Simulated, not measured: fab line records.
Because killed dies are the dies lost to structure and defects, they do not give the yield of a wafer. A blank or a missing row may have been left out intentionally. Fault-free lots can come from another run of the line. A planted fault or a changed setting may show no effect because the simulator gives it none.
Split-lot trial -- flow sky130 -- 5 lots, 23 wafers read, on a route of 708 steps

== THE SPLIT ==
At SKY_VIA2_CMP_02 (polishes SiO2), the setting leave above ref nm was moved away from the recipe's 495 nm on 8 of the 23 wafers read, by -4.2% to +4.8%. The other wafers ran this setting at the recipe's value.

== FROM THE SPLIT TO THE READING: what the file shows between them, 5 steps ==
- SKY_VIA2_EXPOSE_09: exposes mask VIM2, target cd 200 nm (also split here: dose mj)
- SKY_VIA2_PEB_10
- SKY_VIA2_DEVELOP_11: develop time 61.04 s
- SKY_VIA2_CD_MEAS_12: target cd 200 nm
- SKY_VIA2_ETCH_14: etches BARC in N2/H2, stops on SiO2, time 45.9 s, target depth 60 nm (also split here: ion energy ev)

== THE READING ==
oes product au, in a.u., at SKY_VIA2_ETCH_15 (etches SiO2 in C4F8/O2/Ar, stops on TiN, target depth 546 nm, time 84 s). A value of 0.941 a.u. with a standard deviation of 0.0047 a.u. is what fault-free wafers of this fab line usually give.

wafer,"tool, chamber at the split","leave above ref nm as run, nm",against the recipe,"oes product au, a.u.",against lot-mates on the recipe
L074.1,"cmp-01, 0",518.7,+4.8%,0.964,+0.024
L074.2,"cmp-01, 3",518.7,+4.8%,0.963,+0.023
L074.4,"cmp-01, 2",495,recipe,0.941,-
L074.5,"cmp-01, 0",495,recipe,0.938,-
L074.6,"cmp-01, 3",518.7,+4.8%,0.973,+0.033
L077.1,"cmp-01, 0",495,recipe,0.941,-
L077.2,"cmp-01, 2",495,recipe,0.939,-
L077.3,"cmp-01, 3",474.2,-4.2%,0.920,-0.020
L077.4,"cmp-01, 1",474.2,-4.2%,0.920,-0.020
L077.6,"cmp-01, 0",474.2,-4.2%,0.920,-0.020
L083.4,"cmp-01, 0",495,recipe,0.943,-
L083.5,"cmp-01, 3",495,recipe,0.941,-
L083.6,"cmp-01, 2",495,recipe,0.944,-
L081.1,"cmp-02, 0,2",495,recipe,0.940,-
L081.2,"cmp-02, 0,2",495,recipe,0.950,-
L081.4,"cmp-02, 3",495,recipe,0.938,-
L081.5,"cmp-02, 3",495,recipe,0.939,-
L081.6,"cmp-02, 0",495,recipe,0.934,-
L085.1,"cmp-02, 2",478.3,-3.4%,0.917,-0.022
L085.2,"cmp-02, 1",495,recipe,0.931,-
L085.3,"cmp-02, 3",478.3,-3.4%,0.918,-0.021
L085.4,"cmp-02, 0",495,recipe,0.946,-
L085.6,"cmp-02, 0",495,recipe,0.940,-
When a row names more than one chamber, that row covers several wafers, and the file does not tell which wafer ran in which chamber.

THE FIT
A straight line over all 23 wafers: oes product au changes by +0.00546 a.u. for each +1% of leave above ref nm; r = +0.96; the points scatter about the line by 0.0044 a.u.
The same after taking each lot's own level away (the mean of its wafers on the recipe; 23 wafers): +0.00546 a.u. for each +1%; r = +0.96; scatter 0.0042 a.u.
According to that fit, moving leave above ref nm by its largest amount changes the reading by 0.026 a.u.
From 0.9390 to 0.9427 a.u.: that is the span of the lots' own levels, equal to 0.8 times the standard deviation above.
Hence the lot-to-lot level has little effect on the slope; both slopes agree.
Check: with one of the wafers moved furthest among these (+4.8%) left out of the fit, the line predicts +0.0269 a.u. for it against its lot-mates. Against them it came out at +0.0245 a.u.

== FURTHER SPLITS ON THESE WAFERS ==
Other splits were also applied to these wafers ahead of the reading. Each is held against what the fit with the lots' levels taken away leaves over:
other split on the same wafers,wafers away from the commonest value,r with oes product au (lot level and that fit taken away)
SKY_METAL2_COAT_10 resist thk nm,7,+0.10
SKY_METAL2_DEVELOP_14 dev temp c,11,-0.25
SKY_VIA2_EXPOSE_09 dose mj,10,+0.20
SKY_VIA2_ETCH_14 ion energy ev,4,+0.18

== THE WHOLE CHAIN: every reading that the file lists as answering this split, in the file's order ==
step,what it does,reading,change (the file's fit),r (the file's)
SKY_VIA2_CMP_02,polishes SiO2,"SiO2_of_VIA2_HDPCVD_00.thk nm (the simulator's own value, which no gauge read)",+4.81 nm for each +1% of the setting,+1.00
SKY_VIA2_ETCH_15,"etches SiO2 in C4F8/O2/Ar, stops on TiN, target depth 546 nm, time 84 s",oes product au,+0.0055 a.u. for each +1% of the setting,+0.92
SKY_VIA2_ETCH_15,"etches SiO2 in C4F8/O2/Ar, stops on TiN, target depth 546 nm, time 84 s","VIA2.feature depth nm (the simulator's own value, which no gauge read)",+4.81 nm for each +1% of the setting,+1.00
SKY_VIA2_ETCH_15,"etches SiO2 in C4F8/O2/Ar, stops on TiN, target depth 546 nm, time 84 s","etch.depth nm (the simulator's own value, which no gauge read)",+4.93 nm for each +1% of the setting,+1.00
SKY_METAL3_METAL_ETCH_18,"etches the open film in Cl2/BCl3, stops on SiO2, target depth 845 nm, time 183.1 s","SiO2_of_VIA2_HDPCVD_00.thk nm (the simulator's own value, which no gauge read)",+4.89 nm for each +1% of the setting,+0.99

== FILE'S OWN FIT ==
oes product au changes by +0.0055 a.u. for each +1% of leave above ref nm, r = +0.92.
